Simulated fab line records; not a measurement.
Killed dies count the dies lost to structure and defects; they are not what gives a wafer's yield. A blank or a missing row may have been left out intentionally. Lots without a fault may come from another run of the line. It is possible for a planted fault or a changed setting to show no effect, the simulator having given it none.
fab line records	flow sky130
record lots=5	wafers=15	last_day=50
route steps=708 shown NWELL@66 PWDE@84 VT_ADJUST_HVTP@85 VT_ADJUST_LVTN@97
lots untouched by any fault: they come from a run of this same line in which no faults occurred
start_h: hours from the record's first day to the start of the lot's first wafer shown	wait_h: hours from the lot's prior step to this one	" unchanged from the row above	L1.1+2: one row covering several wafers at once	- no value, or no start was given	* or withheld: withheld	< > ~ a bound
route shown NAME@n: NAME is a module with steps in the file, n the number in the route of the first one	usual: mean/standard deviation taken from wafers without a fault	same: alike in all rows	chamber/n: place in a boat	sites: per-site readings	_std_site: how widely they spread, as a standard deviation	_edge_site: inner sites' mean taken away from outer sites' mean	radius_mm: how far each site lies from the wafer's centre	mask NAME#n: copy n	behind: the last tool/chamber to shape the wafer	hold: why the lot was held/for how many hours/how that ended	device: names the non-switching transistor (n, p or np)	end of line: tests run on the same wafers once the route is complete	for a step that has no rows: nothing shown but its recipe	killed: not the wafer's yield, but the dies lost to structure and defects at the first sort	map: per-die view of a wafer (x killed, . not killed, _ where there is no die)
set.NAME: the run value of the setting; set.NAME@STEP: its run value at that earlier step	model.NAME: the simulator's own value behind a step, which no gauge read
lots seen at some steps along the route; tables by step, rows by wafer
services: from which hour (start_h, from the record's first day; less than 0 if before it) a tool's chamber was out of use, for how many hours, and why
## steps
# step SKY_NWELL_IMPLANT_13
# recipe species=P	energy_kev=50	dose_cm2=7e+11	tilt_deg=withheld
# step SKY_NWELL_STRIP_14
# recipe chemistry=O2/N2	power_w=1400	pressure_mtorr=1500	platen_temp_c=withheld	o2_flow_sccm=3000	n2_flow_sccm=300	overash_fraction=0.5
# usual drypump_motor_current_A=5.5/0.46	oes_product_au=0.723/0.0052	strip_time_to_endpoint_s=36.89/0.11
# same overash_fraction=0.5
lot.wafer	tool	chamber	start_h	wait_h	drypump_motor_current_A	oes_product_au	rf_hours_counter_h	strip_time_to_endpoint_s
L420.3	plasma_asher-03	0	125.43	0.1	6.2	0.724	-	36.85
L420.4	"	1	"	"	5.6	0.725	-	36.87
L420.5	"	1	"	"	5.6	0.717	-	36.76
L428.1	plasma_asher-01	1	165.06	0.1	4.9	0.721	54	36.88
L428.2	"	0	"	"	5.8	0.729	54	36.92
L428.3	"	1	"	"	4.9	0.719	-	36.93
L430.3	plasma_asher-04	1	183.28	0.1	5.9	0.723	-	36.82
L430.5	"	0	"	"	5.0	0.727	-	36.85
L430.6	"	1	"	"	5.9	0.718	-	36.92
L434.2	plasma_asher-04	1	199.49	0.1	5.9	0.713	37	36.64
L434.4	"	0	"	"	5.0	0.720	-	36.73
L434.5	"	0	"	"	5.0	0.722	-	36.72
L436.2	plasma_asher-03	0	212.06	0.1	6.2	0.720	51	37.06
L436.3	"	0	"	"	6.2	0.724	-	37.06
L436.4	"	1	"	"	5.6	0.719	-	37.05
# step SKY_NWELL_TW_MEAS_15
# usual NWELL_TW=1796/25
lot.wafer	tool	chamber	start_h	wait_h	NWELL_TW
L420.3	film_metro-04	-	125.52	0.1	1774
L420.4	"	-	"	"	1771
L420.5	"	-	"	"	1770
L428.1	film_metro-01	-	165.16	0.1	1824
L428.2	"	-	"	"	1818
L428.3	"	-	"	"	1831
L430.3	film_metro-01	-	183.36	0.1	1825
L430.5	"	-	"	"	1828
L430.6	"	-	"	"	1827
L434.2	film_metro-01	-	199.60	0.1	1837
L434.4	"	-	"	"	1827
L434.5	"	-	"	"	1829
L436.2	film_metro-03	-	212.17	0.1	1794
L436.3	"	-	"	"	1799
L436.4	"	-	"	"	1797
# step SKY_NWELL_DEHYDRATE_16
# recipe temp_c=200	time_s=60
# step SKY_NWELL_HMDS_17
# recipe prime_time_s=60	prime_temp_c=120
# step SKY_NWELL_COAT_18
# recipe spin_rpm=2000	resist_thk_nm=3000
# step SKY_NWELL_SOFTBAKE_19
# recipe temp_c=110	time_s=withheld
# step SKY_NWELL_EXPOSE_20
# recipe mask_id=NWM_COMPLEMENT	na=0.6	source_shape=conventional	sigma_outer=0.6	polarization=unpolarized	target_cd_nm=840	dose_mj=260
# step SKY_NWELL_PEB_21
# recipe temp_c=115	time_s=withheld
# step SKY_NWELL_DEVELOP_22
# recipe wall_angle_deg=90	developer=TMAH	develop_time_s=60	dev_temp_c=23
# step SKY_NWELL_OVL_MEAS_23
# usual NWELL_01_OVL=-1.2/1.3
lot.wafer	tool	chamber	start_h	wait_h	NWELL_01_OVL[nm]
L420.3	overlay-01	-	143.66	-	-3.1
L420.4	"	-	"	"	-2.9
L420.5	"	-	"	"	-3.7
L428.1	overlay-01	-	185.92	-	-2.0
L428.2	"	-	"	"	-0.6
L428.3	"	-	"	"	-2.2
L430.3	overlay-01	-	208.42	-	-0.5
L430.5	"	-	"	"	-1.5
L430.6	"	-	"	"	0.0
L434.2	overlay-01	-	222.01	-	-2.8
L434.4	"	-	"	"	-1.3
L434.5	"	-	"	"	-2.5
L436.2	overlay-01	-	234.31	-	-1.1
L436.3	"	-	"	"	-1.1
L436.4	"	-	"	"	-1.2
# step SKY_NWELL_IMPLANT_24
# recipe species=B	energy_kev=140	dose_cm2=9.2e+12	tilt_deg=withheld
# step SKY_NWELL_STRIP_25
# recipe chemistry=O2/N2	power_w=1400	pressure_mtorr=1500	platen_temp_c=withheld	o2_flow_sccm=3000	n2_flow_sccm=300	overash_fraction=0.5
# usual drypump_motor_current_A=5.5/0.47	oes_product_au=0.723/0.0046	strip_time_to_endpoint_s=36.89/0.11
# same overash_fraction=0.5
lot.wafer	tool	chamber	start_h	wait_h	drypump_motor_current_A	oes_product_au	rf_hours_counter_h	strip_time_to_endpoint_s	model.coat_of_NWELL_COAT_18.thk_nm
L420.3	plasma_asher-03	1	143.86	0.1	5.6	0.869	-	-	2452
L420.4	"	0	"	"	6.2	0.844	-	-	2453
L420.5	"	0	"	"	6.2	0.913	-	-	2456
L428.1	plasma_asher-01	1	186.11	0.1	4.9	0.723	56	36.99	0
L428.2	"	0	"	"	5.8	0.719	56	37.01	0
L428.3	"	1	"	"	4.9	0.721	-	37.00	0
L430.3	plasma_asher-03	1	208.63	0.1	5.6	0.720	-	37.08	0
L430.5	"	0	"	"	6.2	0.730	-	36.89	0
L430.6	"	1	"	"	5.6	0.724	-	36.96	0
L434.2	plasma_asher-01	1	222.19	0.1	4.9	0.729	60	36.78	0
L434.4	"	0	"	"	5.8	0.720	-	36.76	0
L434.5	"	1	"	"	4.9	0.719	-	36.82	0
L436.2	plasma_asher-01	1	234.49	0.1	4.9	0.723	61	36.96	0
L436.3	"	0	"	"	5.8	0.725	-	36.93	0
L436.4	"	1	"	"	4.9	0.722	-	36.91	0
# step SKY_NWELL_TW_MEAS_26
# usual NWELL_2_TW=490/7.7
lot.wafer	tool	chamber	start_h	wait_h	NWELL_2_TW
L420.3	film_metro-03	-	143.95	0.1	490
L420.4	"	-	"	"	492
L420.5	"	-	"	"	492
L428.1	film_metro-03	-	186.21	0.1	490
L428.2	"	-	"	"	489
L428.3	"	-	"	"	489
L430.3	film_metro-04	-	208.71	0.1	480
L430.5	"	-	"	"	481
L430.6	"	-	"	"	481
L434.2	film_metro-04	-	222.30	0.1	485
L434.4	"	-	"	"	487
L434.5	"	-	"	"	483
L436.2	film_metro-04	-	234.60	0.1	486
L436.3	"	-	"	"	484
L436.4	"	-	"	"	483
# step SKY_NWELL_CLEAN_27
# recipe chemistry=SC1/SC2	mix=1:4:20	temp_c=70	time_s=150	dry=n2_spin
# step SKY_NWELL_RTA_28
# recipe temp_c=1050	time_s=30	idle_temp_c=650	ramp_up_c_per_s=150	ramp_down_c_per_s=90	ambient=N2
# usual chamber_o2_ppm=2.000/0.022	lamp_power_pct=25.31/0.047	wafer_temp_C_max=1054.8/0.92
lot.wafer	tool	chamber	start_h	wait_h	chamber_o2_ppm	lamp_power_pct	wafer_temp_C_max
L420.3	rtp_anneal-01	0	144.07	0.0	1.978	25.24	1055.8
L420.4	"	0	"	"	2.038	25.32	1054.5
L420.5	"	0	"	"	2.027	25.27	1054.1
L428.1	rtp_anneal-02	0	186.32	0.0	1.967	25.40	1055.0
L428.2	"	0	"	"	1.965	25.27	1056.3
L428.3	"	0	"	"	1.956	25.34	1054.4
L430.3	rtp_anneal-02	0	208.84	0.0	1.970	25.31	1055.5
L430.5	"	0	"	"	1.991	25.30	1055.1
L430.6	"	0	"	"	2.024	25.30	1053.5
L434.2	rtp_anneal-02	0	222.42	0.0	1.984	25.37	1056.7
L434.4	"	0	"	"	2.015	25.33	1054.8
L434.5	"	0	"	"	1.998	25.29	1055.8
L436.2	rtp_anneal-01	0	234.73	0.0	1.991	25.24	1055.3
L436.3	"	0	"	"	1.999	25.39	1055.5
L436.4	"	0	"	"	1.957	25.27	1055.9
# step SKY_NWELL_RS_MEAS_29
# recipe thk_meas_gauge=four-point-probe
# usual NWELL_RS=625.5/1.3
lot.wafer	tool	chamber	start_h	wait_h	NWELL_RS[ohm/sq]
L420.3	film_metro-04	-	144.18	0.1	625.3
L420.4	"	-	"	"	625.0
L420.5	"	-	"	"	626.5
L428.1	film_metro-04	-	186.42	0.1	626.9
L428.2	"	-	"	"	627.2
L428.3	"	-	"	"	626.4
L430.3	film_metro-01	-	208.94	0.1	623.7
L430.5	"	-	"	"	624.0
L430.6	"	-	"	"	623.3
L434.2	film_metro-01	-	222.52	0.1	624.4
L434.4	"	-	"	"	624.6
L434.5	"	-	"	"	625.0
L436.2	film_metro-01	-	234.83	0.1	624.5
L436.3	"	-	"	"	624.9
L436.4	"	-	"	"	624.9
# step SKY_NWELL_RS_MEAS_31
# recipe thk_meas_gauge=four-point-probe
# usual PWDE_RS=5290/19
lot.wafer	tool	chamber	start_h	wait_h	PWDE_RS[ohm/sq]
L420.3	film_metro-04	-	144.42	0.1	5267
L420.4	"	-	"	"	5273
L420.5	"	-	"	"	5271
L428.1	film_metro-04	-	186.66	0.1	5333
L428.2	"	-	"	"	5300
L428.3	"	-	"	"	5329
L430.3	film_metro-01	-	209.18	0.1	5330
L430.5	"	-	"	"	5289
L430.6	"	-	"	"	5287
L434.2	film_metro-01	-	222.76	0.1	5316
L434.4	"	-	"	"	5275
L434.5	"	-	"	"	5297
L436.2	film_metro-01	-	235.07	0.1	5268
L436.3	"	-	"	"	5261
L436.4	"	-	"	"	5278
# step SKY_VT_ADJUST_HVTP_DEHYDRATE_00
# recipe temp_c=200	time_s=60
# step SKY_VT_ADJUST_HVTP_HMDS_01
# recipe prime_time_s=60	prime_temp_c=120
# step SKY_VT_ADJUST_HVTP_COAT_02
# recipe resist=NOVOLAK	spin_rpm=3000	resist_thk_nm=1140
# step SKY_VT_ADJUST_HVTP_SOFTBAKE_03
# recipe temp_c=90	time_s=60	resist=NOVOLAK
# step SKY_VT_ADJUST_HVTP_EXPOSE_04
# recipe mask_id=HVTPM	na=0.6	source_shape=conventional	sigma_outer=0.6	polarization=unpolarized	target_cd_nm=380	dose_mj=140
# step SKY_VT_ADJUST_HVTP_PEB_05
# recipe temp_c=withheld	time_s=*	resist=NOVOLAK
# step SKY_VT_ADJUST_HVTP_DEVELOP_06
# recipe resist=NOVOLAK	developer=TMAH	develop_time_s=60	dev_temp_c=23
# step SKY_VT_ADJUST_HVTP_CD_MEAS_07
# recipe target_cd_nm=380
# usual cd_nm=380.4/2.2
lot.wafer	tool	chamber	start_h	wait_h	cd_nm
L420.3	cd_sem-01	-	164.26	0.1	382.4
L420.4	"	-	"	"	382.7
L420.5	"	-	"	"	383.3
L428.1	cd_sem-01	-	215.31	0.1	379.9
L428.2	"	-	"	"	379.6
L428.3	"	-	"	"	380.2
L430.3	cd_sem-02	-	231.50	0.1	379.3
L430.5	"	-	"	"	377.7
L430.6	"	-	"	"	376.1
L434.2	cd_sem-02	-	245.44	0.1	381.0
L434.4	"	-	"	"	384.0
L434.5	"	-	"	"	381.3
L436.2	cd_sem-01	-	258.04	0.1	378.5
L436.3	"	-	"	"	380.0
L436.4	"	-	"	"	378.2
# step SKY_VT_ADJUST_HVTP_OVL_MEAS_08
# usual VT_ADJUST_HVTP_OVL=0.9/1.5
lot.wafer	tool	chamber	start_h	wait_h	VT_ADJUST_HVTP_OVL[nm]
L420.3	overlay-01	-	164.35	0.1	2.2
L420.4	"	-	"	"	1.5
L420.5	"	-	"	"	1.2
L428.1	overlay-01	-	215.43	0.1	-1.0
L428.2	"	-	"	"	-0.2
L428.3	"	-	"	"	-0.6
L430.3	overlay-02	-	231.60	0.1	5.0
L430.5	"	-	"	"	4.0
L430.6	"	-	"	"	4.7
L434.2	overlay-02	-	245.55	0.1	0.7
L434.4	"	-	"	"	2.5
L434.5	"	-	"	"	2.9
L436.2	overlay-01	-	258.15	0.1	-0.5
L436.3	"	-	"	"	-0.5
L436.4	"	-	"	"	-0.3
# step SKY_VT_ADJUST_HVTP_IMPLANT_09
# recipe species=As	energy_kev=150	dose_cm2=4.3e+12	tilt_deg=withheld
# step SKY_VT_ADJUST_HVTP_STRIP_10
# recipe chemistry=O2/N2	power_w=1400	pressure_mtorr=1500	platen_temp_c=withheld	o2_flow_sccm=3000	n2_flow_sccm=300	overash_fraction=0.5
# usual drypump_motor_current_A=5.8/0.61	oes_product_au=0.715/0.0044	strip_time_to_endpoint_s=14.17/0.046
# same overash_fraction=0.5
lot.wafer	tool	chamber	start_h	wait_h	drypump_motor_current_A	oes_product_au	rf_hours_counter_h	strip_time_to_endpoint_s
L420.3	plasma_asher-04	0	164.56	0.1	5.0	0.726	-	50.64
L420.4	"	1	"	"	5.9	0.725	-	50.67
L420.5	"	1	"	"	5.9	0.732	-	50.69
L428.1	plasma_asher-01	0	215.62	0.1	5.8	0.720	59	14.15
L428.2	"	1	"	"	4.9	0.719	59	14.16
L428.3	"	0	"	"	5.8	0.713	-	14.20
L430.3	plasma_asher-02	0	231.80	0.1	6.7	0.709	-	14.17
L430.5	"	0	"	"	6.7	0.715	-	14.16
L430.6	"	1	"	"	5.7	0.718	-	14.17
L434.2	plasma_asher-02	1	245.78	0.2	5.7	0.708	13	14.22
L434.4	"	0	"	"	6.7	0.718	-	14.26
L434.5	"	1	"	"	5.7	0.714	-	14.25
L436.2	plasma_asher-02	1	258.33	0.1	5.7	0.723	15	14.21
L436.3	"	1	"	"	5.7	0.711	-	14.23
L436.4	"	0	"	"	6.6	0.710	-	14.21
# step SKY_VT_ADJUST_HVTP_TW_MEAS_11
# usual VT_ADJUST_HVTP_TW=1340/6.2
lot.wafer	tool	chamber	start_h	wait_h	VT_ADJUST_HVTP_TW
L420.3	film_metro-02	-	164.65	0.1	30
L420.4	"	-	"	"	30
L420.5	"	-	"	"	30
L428.1	film_metro-02	-	215.72	0.1	1346
L428.2	"	-	"	"	1346
L428.3	"	-	"	"	1343
L430.3	film_metro-02	-	231.89	0.1	1337
L430.5	"	-	"	"	1335
L430.6	"	-	"	"	1342
L434.2	film_metro-01	-	245.89	0.1	1354
L434.4	"	-	"	"	1343
L434.5	"	-	"	"	1352
L436.2	film_metro-02	-	258.44	0.1	1345
L436.3	"	-	"	"	1343
L436.4	"	-	"	"	1342
# step SKY_VT_ADJUST_LVTN_DEHYDRATE_00
# recipe temp_c=200	time_s=60
## services
tool	chamber	start_h	hours	kind
plasma_asher-04	-	103.70	2.8	pm
plasma_asher-02	-	108.75	9.0	pm
plasma_asher-02	0	108.75	9.0	vent_cycle
plasma_asher-02	1	108.75	9.0	vent_cycle
plasma_asher-02	0	117.75	-	clean
plasma_asher-02	1	117.75	-	clean
rtp_anneal-01	-	171.39	53.1	pm
plasma_asher-04	-	173.80	4.0	repair
plasma_asher-04	-	224.96	14.6	pm
rtp_anneal-01	-	240.81	3.4	pm
plasma_asher-01	-	245.55	39.4	pm
plasma_asher-04	-	254.95	1.3	repair
## key
first_sign step=SKY_NWELL_STRIP_25	reading=oes_product_au	direction=up	sigmas=33	usual=0.723	struck=0.875
effect step=SKY_VT_ADJUST_HVTP_STRIP_10	reading=strip_time_to_endpoint_s	direction=up	sigmas=99+	usual=*	struck=*
effect step=SKY_VT_ADJUST_HVTP_TW_MEAS_11	reading=VT_ADJUST_HVTP_TW	direction=down	sigmas=99+	usual=1340	struck=30
model_effect step=SKY_NWELL_STRIP_25	value=coat_of_NWELL_COAT_18.thk_nm	without=0	struck=2454
met_at SKY_NWELL_STRIP_25
struck_wafers L420.3,L420.4,L420.5
sort_left_out L420.3,L420.4,L420.5
tester_left_out L420
fault kind=strip_aborted	tool=plasma_asher-03	chamber=-	onset_h=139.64	steps=SKY_NWELL_STRIP_25	offset=1	end_h=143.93
# tester_left_out: of these lots the tester's yield and bins aren't shown, on N5 and GAA mostly nor the transistor test; their killed dies are dies lost to structure and defects alone, not to doping, threshold or leakage, so they don't give the yield
# sort_left_out: the simulated sort isn't trusted on such a fault, so these wafers' sort isn't shown, and their yield isn't known
